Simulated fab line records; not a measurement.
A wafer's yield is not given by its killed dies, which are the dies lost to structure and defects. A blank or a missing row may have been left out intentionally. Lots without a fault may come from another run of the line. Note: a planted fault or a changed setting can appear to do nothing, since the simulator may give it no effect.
The tool behind it: which one? :: flow sky130 :: 39 wafers from 13 lots sampled at 5 of the route's 708 steps

== WHAT THE GAUGES READ, wafer by wafer ==
SKY_VT_ADJUST_LVTN_TW_MEAS_21. Usual: VT_ADJUST_LVTN_2_TW typically reads 189.5, with standard deviation 1.9.
lot: L123
measured: day 7 23:06
on: filmMetro-01
VT_ADJUST_LVTN_2_TW: 187.6 189.5 187.6
flag: 

lot: L124
measured: day 8 03:43
on: filmMetro-02
VT_ADJUST_LVTN_2_TW: 189.4 189.6 189.9
flag: 

lot: L125
measured: day 8 09:19
on: filmMetro-03
VT_ADJUST_LVTN_2_TW: 192.1 191.8 190.9
flag: 

lot: L126
measured: day 8 19:35
on: filmMetro-03
VT_ADJUST_LVTN_2_TW: 191.9 192.2 191.4
flag: 

lot: L128
measured: day 9 08:10
on: filmMetro-01
VT_ADJUST_LVTN_2_TW: 187.9 186.5 187.9
flag: 

lot: L129
measured: day 9 17:07
on: filmMetro-01
VT_ADJUST_LVTN_2_TW: 188.5 186.3 187.1
flag: 

lot: L130
measured: day 9 21:04
on: filmMetro-02
VT_ADJUST_LVTN_2_TW: 191.2 191.1 190.8
flag: 

lot: L131
measured: day 10 07:20
on: filmMetro-01
VT_ADJUST_LVTN_2_TW: 186.4 187.7 186.5
flag: 

lot: L136
measured: day 11 14:11
on: filmMetro-01
VT_ADJUST_LVTN_2_TW: 177.0 176.0 176.2
flag: OFF

lot: L137
measured: day 11 22:23
on: filmMetro-03
VT_ADJUST_LVTN_2_TW: 180.8 179.5 179.3
flag: OFF

lot: L140
measured: day 13 02:25
on: filmMetro-03
VT_ADJUST_LVTN_2_TW: 190.6 191.4 191.0
flag: 

lot: L141
measured: day 13 04:57
on: filmMetro-03
VT_ADJUST_LVTN_2_TW: 191.3 191.1 191.7
flag: 

lot: L145
measured: day 14 07:30
on: filmMetro-01
VT_ADJUST_LVTN_2_TW: 187.6 187.4 187.6
flag: 

SKY_SD_P_OVL_MEAS_08. Usual: SD_P_OVL typically reads 0.4 nm, with standard deviation 1.1.
lot: L123
measured: day 25 15:24
on: overlay-02
SD_P_OVL (nm): -0.4 0.7 -0.6
flag: 

lot: L124
measured: day 26 05:17
on: overlay-01
SD_P_OVL (nm): 0.2 -0.3 -0.2
flag: 

lot: L125
measured: day 26 13:05
on: overlay-01
SD_P_OVL (nm): -0.3 0.6 -0.2
flag: 

lot: L126
measured: day 26 22:32
on: overlay-02
SD_P_OVL (nm): -1.5 1.3 1.3
flag: 

lot: L128
measured: day 28 04:35
on: overlay-02
SD_P_OVL (nm): -0.7 1.4 0.0
flag: 

lot: L129
measured: day 28 06:38
on: overlay-01
SD_P_OVL (nm): 0.8 0.3 0.3
flag: 

lot: L130
measured: day 28 08:56
on: overlay-01
SD_P_OVL (nm): 3.4 2.1 2.0
flag: 

lot: L131
measured: day 28 10:11
on: overlay-02
SD_P_OVL (nm): 1.2 0.8 -1.1
flag: 

lot: L136
measured: day 30 01:35
on: overlay-02
SD_P_OVL (nm): 2.1 -0.7 -1.6
flag: 

lot: L137
measured: day 30 09:23
on: overlay-01
SD_P_OVL (nm): 1.2 1.5 0.9
flag: 

lot: L140
measured: day 32 03:04
on: overlay-02
SD_P_OVL (nm): 0.0 -1.5 -1.1
flag: 

lot: L141
measured: day 32 04:54
on: overlay-02
SD_P_OVL (nm): 1.9 -0.4 0.1
flag: 

lot: L145
measured: day 33 01:20
on: overlay-02
SD_P_OVL (nm): 0.0 -2.7 -1.1
flag: 

SKY_LI_CONTACT_OVL_MEAS_13. Usual: LI_CONTACT_OVL typically reads -1 nm, with standard deviation 5.1.
lot: L123
measured: day 29 07:45
on: overlay-01
LI_CONTACT_OVL (nm): 2 -2 -2
flag: 

lot: L124
measured: day 29 19:50
on: overlay-02
LI_CONTACT_OVL (nm): 0 -6 -1
flag: 

lot: L125
measured: day 30 03:47
on: overlay-01
LI_CONTACT_OVL (nm): -1 5 -1
flag: 

lot: L126
measured: day 30 12:38
on: overlay-02
LI_CONTACT_OVL (nm): 10 6 8
flag: 

lot: L128
measured: day 31 16:53
on: overlay-02
LI_CONTACT_OVL (nm): 3 -3 -3
flag: 

lot: L129
measured: day 31 18:27
on: overlay-01
LI_CONTACT_OVL (nm): 1 3 1
flag: 

lot: L130
measured: day 31 22:22
on: overlay-02
LI_CONTACT_OVL (nm): 9 8 10
flag: 

lot: L131
measured: day 31 22:43
on: overlay-01
LI_CONTACT_OVL (nm): 0 -2 6
flag: 

lot: L136
measured: day 33 11:44
on: overlay-01
LI_CONTACT_OVL (nm): -6 -8 -6
flag: 

lot: L137
measured: day 33 19:40
on: overlay-01
LI_CONTACT_OVL (nm): -3 -1 5
flag: 

lot: L140
measured: day 35 11:29
on: overlay-02
LI_CONTACT_OVL (nm): -2 5 4
flag: 

lot: L141
measured: day 35 12:47
on: overlay-01
LI_CONTACT_OVL (nm): 1 -6 1
flag: 

lot: L145
measured: day 36 08:59
on: overlay-02
LI_CONTACT_OVL (nm): 1 11 5
flag: 

SKY_LOCAL_INTERCONNECT_CD_MEAS_11: the cd target is 170 nm. Usual: 169.8 nm for cdNm, sd 1.5.
lot: L123
measured: day 30 12:44
on: cdSem-02
cdNm (nm): 168.9 167.6 169.1
flag: 

lot: L124
measured: day 31 00:24
on: cdSem-01
cdNm (nm): 167.3 166.8 168.8
flag: 

lot: L125
measured: day 31 08:11
on: cdSem-02
cdNm (nm): 169.6 170.8 169.7
flag: 

lot: L126
measured: day 31 17:10
on: cdSem-02
cdNm (nm): 171.7 171.9 171.0
flag: 

lot: L128
measured: day 32 21:05
on: cdSem-01
cdNm (nm): 173.8 172.0 172.6
flag: 

lot: L129
measured: day 32 21:55
on: cdSem-01
cdNm (nm): 170.4 170.0 169.2
flag: 

lot: L130
measured: day 33 02:27
on: cdSem-02
cdNm (nm): 170.2 169.5 170.7
flag: 

lot: L131
measured: day 33 03:25
on: cdSem-02
cdNm (nm): 172.5 171.4 172.6
flag: 

lot: L136
measured: day 34 15:04
on: cdSem-02
cdNm (nm): 171.1 170.1 169.7
flag: 

lot: L137
measured: day 34 22:45
on: cdSem-02
cdNm (nm): 168.1 168.5 169.9
flag: 

lot: L140
measured: day 36 14:25
on: cdSem-01
cdNm (nm): 169.9 171.6 170.4
flag: 

lot: L141
measured: day 36 16:25
on: cdSem-02
cdNm (nm): 168.2 170.0 167.9
flag: 

lot: L145
measured: day 37 12:02
on: cdSem-02
cdNm (nm): 172.5 173.7 173.9
flag: 

== TOOL THAT RAN EACH LOT (tool first, then ch and the chambers of the sampled wafers, then the start) ==
lot: L123
SKY_VT_ADJUST_LVTN_IMPLANT_19: implanter-03 ch 0, day 7 22:52

lot: L124
SKY_VT_ADJUST_LVTN_IMPLANT_19: implanter-04 ch 0, day 8 03:29

lot: L125
SKY_VT_ADJUST_LVTN_IMPLANT_19: implanter-01 ch 0, day 8 09:05

lot: L126
SKY_VT_ADJUST_LVTN_IMPLANT_19: implanter-03 ch 0, day 8 19:20

lot: L128
SKY_VT_ADJUST_LVTN_IMPLANT_19: implanter-01 ch 0, day 9 07:56

lot: L129
SKY_VT_ADJUST_LVTN_IMPLANT_19: implanter-04 ch 0, day 9 16:53

lot: L130
SKY_VT_ADJUST_LVTN_IMPLANT_19: implanter-03 ch 0, day 9 20:49

lot: L131
SKY_VT_ADJUST_LVTN_IMPLANT_19: implanter-01 ch 0, day 10 07:05

lot: L136
SKY_VT_ADJUST_LVTN_IMPLANT_19: implanter-03 ch 0, day 11 13:56

lot: L137
SKY_VT_ADJUST_LVTN_IMPLANT_19: implanter-03 ch 0, day 11 22:08

lot: L140
SKY_VT_ADJUST_LVTN_IMPLANT_19: implanter-04 ch 0, day 13 02:13

lot: L141
SKY_VT_ADJUST_LVTN_IMPLANT_19: implanter-01 ch 0, day 13 04:43

lot: L145
SKY_VT_ADJUST_LVTN_IMPLANT_19: implanter-01 ch 0, day 14 07:16
- SKY_VT_ADJUST_LVTN_IMPLANT_19

== WHAT THE TOOLS THEMSELVES READ (means of the sampled wafers that have a number; where no wafer has one, the mark that the record gives instead) ==
SKY_VT_ADJUST_LVTN_IMPLANT_19. Usual: doseIonsCm2 6.498e+11, standard deviation 6.6e+08; faradayCurrentUA 3.67, standard deviation 0.076.
lot: L123
tool: implanter-03
doseIonsCm2: 6.502e+11
faradayCurrentUA: 3.73
flag: 

lot: L124
tool: implanter-04
doseIonsCm2: 6.504e+11
faradayCurrentUA: 3.74
flag: 

lot: L125
tool: implanter-01
doseIonsCm2: 6.500e+11
faradayCurrentUA: 3.67
flag: 

lot: L126
tool: implanter-03
doseIonsCm2: 6.495e+11
faradayCurrentUA: 3.59
flag: 

lot: L128
tool: implanter-01
doseIonsCm2: 6.495e+11
faradayCurrentUA: 3.72
flag: 

lot: L129
tool: implanter-04
doseIonsCm2: 6.504e+11
faradayCurrentUA: 3.72
flag: 

lot: L130
tool: implanter-03
doseIonsCm2: 6.499e+11
faradayCurrentUA: 3.59
flag: 

lot: L131
tool: implanter-01
doseIonsCm2: 6.491e+11
faradayCurrentUA: 3.67
flag: 

lot: L136
tool: implanter-03
doseIonsCm2: 5.180e+11
faradayCurrentUA: 2.90
flag: OFF

lot: L137
tool: implanter-03
doseIonsCm2: 5.178e+11
faradayCurrentUA: 2.91
flag: OFF

lot: L140
tool: implanter-04
doseIonsCm2: 6.493e+11
faradayCurrentUA: 3.68
flag: 

lot: L141
tool: implanter-01
doseIonsCm2: 6.509e+11
faradayCurrentUA: 3.73
flag: 

lot: L145
tool: implanter-01
doseIonsCm2: 6.497e+11
faradayCurrentUA: 3.72
flag: 

== THE ANSWER, worked out from the rows above alone ==
Rule: a lot is off if the mean of its wafers that have a number lies more than 3 standard deviations from the usual mean. Also off: a lot with no number at a reading for which 4 or more lots have one. All remaining lots with rows at the step are treated as sound. The gauges are gone through in route order, then the tools' own readings, and for those a lot's mean is taken as printed above. At the first step where some lot is off, the reading lying furthest off is the one used; lots without a number count as furthest.
Off: L136, L137, seen at SKY_VT_ADJUST_LVTN_TW_MEAS_21 (VT_ADJUST_LVTN_2_TW).
A tool fits if, at a process step before that reading, it ran every lot that is off, and no sound lot after the first of them. Not tried: the gauges at SKY_VT_ADJUST_LVTN_TW_MEAS_21; whatever is off there is also off at SKY_VT_ADJUST_LVTN_IMPLANT_19, on other tools, and gauge error can't account for it. One fits: SKY_VT_ADJUST_LVTN_IMPLANT_19 on implanter-03. A fault onset in the window from L130 (day 9 20:49, its last sound lot) to L136 (day 11 13:56, its first lot off) fits.
The tool's own readings at SKY_VT_ADJUST_LVTN_IMPLANT_19 bear it out: on the lots that are off they differ by more than 5 times the standard deviation of the sound lots' means. doseIonsCm2 reads 5.179e+11 there against 6.499e+11 on the sound lots; faradayCurrentUA reads 2.91 there against 3.69 on the sound lots.

== WHAT WAS PUT IN BY THE SIMULATOR ==
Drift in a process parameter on implanter-03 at SKY_VT_ADJUST_LVTN_IMPLANT_19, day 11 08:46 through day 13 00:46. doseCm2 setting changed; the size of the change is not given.
Lots struck among those shown: L136, L137. The rule above found the same.
